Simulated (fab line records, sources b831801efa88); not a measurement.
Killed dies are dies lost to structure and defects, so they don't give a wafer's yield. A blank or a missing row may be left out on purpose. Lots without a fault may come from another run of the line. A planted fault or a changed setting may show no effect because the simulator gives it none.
Which tool did it? | flow gf180mcu | 12 lots, 36 wafers sampled, at 6 steps of a route of 602

WHAT THE GAUGES READ, wafer by wafer
GF_HV_LDD_OVL_MEAS_20.
lot  | measured     | on         | HV_LDD_01_OVL (nm)
L111 | day 11 12:48 | overlay-02 | 1.8 -0.2 0.4
L114 | day 12 07:27 | overlay-01 | 1.2 1.8 2.4
L115 | day 12 18:03 | overlay-02 | 3.1 1.8 1.0
L116 | day 13 02:38 | overlay-01 | 3.9 3.2 3.9
L117 | day 13 11:09 | overlay-02 | 0.4 0.4 1.5
L125 | day 15 21:36 | overlay-02 | 2.7 1.2 2.3
L126 | day 16 04:44 | overlay-01 | 1.9 1.2 3.0
L127 | day 16 13:47 | overlay-02 | -1.2 0.7 -0.1
L128 | day 16 20:21 | overlay-02 | 0.9 2.1 1.7
L129 | day 17 03:41 | overlay-02 | -0.8 -0.5 2.1
L131 | day 17 21:21 | overlay-02 | -1.3 0.2 1.7
L132 | day 18 04:27 | overlay-02 | 2.5 0.8 1.0

GF_HV_LDD_TW_MEAS_50.
lot  | measured     | on            | HV_LDD_4_TW
L111 | day 13 05:35 | film_metro-04 | 572.8 565.7 569.9
L114 | day 14 00:42 | film_metro-02 | 562.6 565.0 562.4
L115 | day 14 11:36 | film_metro-02 | 561.7 565.5 563.1
L116 | day 14 21:52 | film_metro-04 | 568.3 566.5 568.1
L117 | day 15 07:02 | film_metro-02 | 565.9 568.0 563.8
L125 | day 17 21:51 | film_metro-01 | 562.0 560.8 560.5
L126 | day 18 04:26 | film_metro-04 | 570.8 568.2 570.3
L127 | day 18 13:19 | film_metro-02 | 567.0 565.0 565.7
L128 | day 18 21:41 | film_metro-01 | 567.4 563.3 565.2
L129 | day 19 05:01 | film_metro-04 | 569.1 567.0 565.7
L131 | day 20 00:02 | film_metro-04 | 568.2 570.0 571.4
L132 | day 20 06:59 | film_metro-04 | 572.7 571.3 570.6

GF_NSD_CD_MEAS_07: target cd 400 nm.
lot  | measured     | on        | cd_nm (nm)
L111 | day 14 05:13 | cd_sem-01 | 396.9 398.0 399.1
L114 | day 15 01:16 | cd_sem-02 | 402.2 402.0 402.0
L115 | day 15 12:19 | cd_sem-02 | 401.5 398.9 401.5
L116 | day 16 00:29 | cd_sem-01 | 397.8 396.8 396.3
L117 | day 16 07:56 | cd_sem-02 | 398.7 397.7 397.7
L125 | day 19 00:38 | cd_sem-02 | 403.8 402.6 402.0
L126 | day 19 07:47 | cd_sem-02 | 403.4 402.8 401.7
L127 | day 19 16:49 | cd_sem-02 | 398.9 400.5 400.9
L128 | day 20 01:20 | cd_sem-01 | 400.2 401.1 399.1
L129 | day 20 08:23 | cd_sem-02 | 398.4 399.4 398.9
L131 | day 21 03:23 | cd_sem-02 | 395.3 395.6 396.5
L132 | day 21 10:39 | cd_sem-02 | 401.9 402.0 402.5

GF_PSD_RS_MEAS_14: measures by four-point-probe.
lot  | measured     | on            | NSD_RS (ohm/sq)
L111 | day 15 03:38 | film_metro-03 | 46.08 46.21 46.04
L114 | day 16 00:31 | film_metro-04 | 46.17 46.03 46.03
L115 | day 16 11:31 | film_metro-03 | 46.24 46.22 46.06
L116 | day 17 00:37 | film_metro-03 | 46.18 46.09 46.18
L117 | day 17 07:31 | film_metro-02 | 46.07 46.23 46.26
L125 | day 20 02:15 | film_metro-03 | 46.12 46.07 46.06
L126 | day 20 09:14 | film_metro-02 | 49.51 49.48 49.39
L127 | day 20 18:32 | film_metro-03 | 49.56 49.51 49.64
L128 | day 21 02:47 | film_metro-04 | 46.05 46.09 46.12
L129 | day 21 09:05 | film_metro-03 | 46.20 46.16 46.22
L131 | day 22 03:50 | film_metro-03 | 46.24 46.21 46.31
L132 | day 22 11:18 | film_metro-02 | 46.30 46.28 46.11

WHICH TOOL RAN EACH LOT (tool, then ch and the chambers of the sampled wafers, then the start)
lot  | GF_NSD_IMPLANT_10               | GF_NSD_STRIP_11
L111 | implanter-02 ch 0, day 14 05:32 | plasma_asher-01 ch 0,1, day 14 05:41
L114 | implanter-01 ch 0, day 15 01:35 | plasma_asher-03 ch 0,1, day 15 01:43
L115 | implanter-01 ch 0, day 15 12:37 | plasma_asher-04 ch 0,1, day 15 12:45
L116 | implanter-02 ch 0, day 16 00:47 | plasma_asher-04 ch 0,1, day 16 00:56
L117 | implanter-01 ch 0, day 16 08:14 | plasma_asher-01 ch 0,1, day 16 08:23
L125 | implanter-01 ch 0, day 19 00:57 | plasma_asher-04 ch 0, day 19 01:04
L126 | implanter-02 ch 0, day 19 08:05 | plasma_asher-03 ch 0,1, day 19 08:14
L127 | implanter-02 ch 0, day 19 17:07 | plasma_asher-04 ch 0,1, day 19 17:16
L128 | implanter-04 ch 0, day 20 01:38 | plasma_asher-03 ch 0,1, day 20 01:47
L129 | implanter-01 ch 0, day 20 08:41 | plasma_asher-03 ch 0,1, day 20 08:50
L131 | implanter-01 ch 0, day 21 03:42 | plasma_asher-04 ch 0,1, day 21 03:49
L132 | implanter-01 ch 0, day 21 10:58 | plasma_asher-04 ch 1, day 21 11:05
- GF_NSD_IMPLANT_10
- GF_NSD_STRIP_11: strips in O2/N2.

WHAT THE TOOLS THEMSELVES READ (means of the sampled wafers that have a number; where no wafer has one, the mark that the record gives instead)
GF_NSD_IMPLANT_10.
lot  | tool         | dose_ions_cm2 | end_station_pressure_torr (Torr) | faraday_current_uA
L111 | implanter-02 | 5e+14         | 7.4e-06                          | 2797
L114 | implanter-01 | 5e+14         | 7.4e-06                          | 2754
L115 | implanter-01 | 5e+14         | 7.3e-06                          | 2829
L116 | implanter-02 | 5e+14         | 7.1e-06                          | 2796
L117 | implanter-01 | 5e+14         | 7.5e-06                          | 2834
L125 | implanter-01 | 5e+14         | 7.0e-06                          | 2859
L126 | implanter-02 | 2e+14         | 6.1e-06                          | 1322
L127 | implanter-02 | 2e+14         | 6.1e-06                          | 1333
L128 | implanter-04 | 5e+14         | 7.2e-06                          | 2786
L129 | implanter-01 | 5e+14         | 7.1e-06                          | 2742
L131 | implanter-01 | 5e+14         | 7.4e-06                          | 2839
L132 | implanter-01 | 5e+14         | 7.7e-06                          | 2759

GF_NSD_STRIP_11.
lot  | tool            | chamber_pressure_mTorr (mTorr) | drypump_motor_current_A (A) | heater_power_w (W) | o2_flow_sccm (sccm) | oes_product_au (a.u.) | strip_time_to_endpoint_s (s)
L111 | plasma_asher-01 | 1501.6                         | 5.37                        | 345                | 3001                | 0.489                 | 23.00
L114 | plasma_asher-03 | 1500.2                         | 5.59                        | 292                | 2998                | 0.488                 | 22.98
L115 | plasma_asher-04 | 1499.9                         | 5.54                        | 325                | 3000                | 0.488                 | 22.96
L116 | plasma_asher-04 | 1498.7                         | 5.58                        | 312                | 3010                | 0.491                 | 22.96
L117 | plasma_asher-01 | 1498.5                         | 5.37                        | 345                | 3003                | 0.485                 | 22.96
L125 | plasma_asher-04 | 1500.3                         | 5.63                        | 303                | 2997                | 0.487                 | 22.94
L126 | plasma_asher-03 | 1500.3                         | 5.65                        | 310                | 2985                | 0.491                 | 22.68
L127 | plasma_asher-04 | 1499.9                         | 5.55                        | 320                | 2989                | 0.491                 | 22.67
L128 | plasma_asher-03 | 1499.8                         | 5.59                        | 294                | 2995                | 0.489                 | 22.96
L129 | plasma_asher-03 | 1500.3                         | 5.67                        | 318                | 2993                | 0.487                 | 22.94
L131 | plasma_asher-04 | 1500.5                         | 5.57                        | 312                | 2996                | 0.489                 | 22.97
L132 | plasma_asher-04 | 1500.2                         | 5.49                        | 329                | 2999                | 0.489                 | 22.98

THE ANSWER, worked out from the rows above alone
Rule: what is usual is taken from the lots themselves. Put in order of their means at a reading, lots are off if they are a third of the lots or fewer, leave a main group of 4 or more, and stand apart from it by a gap of 3 or more times the standard deviation of the main group's means; of several such gaps the widest counts. A main group whose means are all the same, to the digits that the tables above print for the reading, isn't used. A lot without any number at a reading at which 4 lots or more have one is off too. The other lots that the step has rows for count as sound. The gauges are gone through in route order, then the tools' own readings, and for those a lot's mean is taken as printed above. The first step at which some lot is off is used, and at that step the reading that is off furthest; a lot without a number counts as furthest.
Off: L126, L127, at GF_PSD_RS_MEAS_14 (NSD_RS). The main group: mean 46.15 ohm/sq, standard deviation 0.06.
A tool fits if, at a process step before that reading, it ran every lot that is off, and no sound lot after the first of them. The gauges at GF_PSD_RS_MEAS_14 aren't tried: what is off there is off at GF_NSD_IMPLANT_10 too, on other tools, and a gauge's error can't cause that. One fits: implanter-02 at GF_NSD_IMPLANT_10. Its last sound lot is L116 (day 16 00:47), its first lot that is off L126 (day 19 08:05): a fault that began between those two fits.
The tool's own readings at GF_NSD_IMPLANT_10 bear it out: on the lots that are off they differ by more than 5 times the standard deviation of the sound lots' means. dose_ions_cm2 reads 2e+14 there against 5e+14 on the sound lots; end_station_pressure_torr reads 6.1e-06 Torr there against 7.3e-06 Torr on the sound lots; faraday_current_uA reads 1328 there against 2800 on the sound lots.

WHAT THE SIMULATOR HAD PUT IN
Process parameter drift: implanter-02, from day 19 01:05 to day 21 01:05, at GF_NSD_IMPLANT_10. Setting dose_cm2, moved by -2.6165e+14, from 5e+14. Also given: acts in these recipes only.
Lots struck among those shown: L126, L127. The rule above found the same.
